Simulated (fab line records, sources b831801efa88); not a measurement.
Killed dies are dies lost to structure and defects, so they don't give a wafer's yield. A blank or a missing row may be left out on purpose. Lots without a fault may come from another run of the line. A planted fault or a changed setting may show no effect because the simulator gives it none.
Which tool did it? | flow gf180mcu | 7 lots, 21 wafers sampled, at 1 step of a route of 602

WHAT THE GAUGES READ, wafer by wafer
GF_V5_THK_MEAS_03.
lot  | measured     | on            | V5_CVD_02_THK (nm)
L642 | day 26 10:23 | film_metro-01 | 1447 1437 1475
L644 | day 27 12:01 | film_metro-04 | 1450 1436 1473
L646 | day 28 03:13 | film_metro-01 | 1445 1491 1458
L652 | day 30 00:14 | film_metro-02 | 1474 1473 1482
L658 | day 31 11:31 | film_metro-04 | 1427 1429 1433
L660 | day 31 22:43 | film_metro-04 | 1439 1451 1460
L663 | day 32 15:04 | film_metro-01 | 1426 1467 1470

WHICH TOOL RAN EACH LOT (tool, then ch and the chambers of the sampled wafers, then the start)
The record holds no process step before these readings.

THE ANSWER, worked out from the rows above alone
Rule: what is usual is taken from the lots themselves. Put in order of their means at a reading, lots are off if they are a third of the lots or fewer, leave a main group of 4 or more, and stand apart from it by a gap of 3 or more times the standard deviation of the main group's means; of several such gaps the widest counts. A main group whose means are all the same, to the digits that the tables above print for the reading, isn't used. A lot without any number at a reading at which 4 lots or more have one is off too. The other lots that the step has rows for count as sound.
No lot is off at any reading shown: from this, nothing can be told.

WHAT THE SIMULATOR HAD PUT IN
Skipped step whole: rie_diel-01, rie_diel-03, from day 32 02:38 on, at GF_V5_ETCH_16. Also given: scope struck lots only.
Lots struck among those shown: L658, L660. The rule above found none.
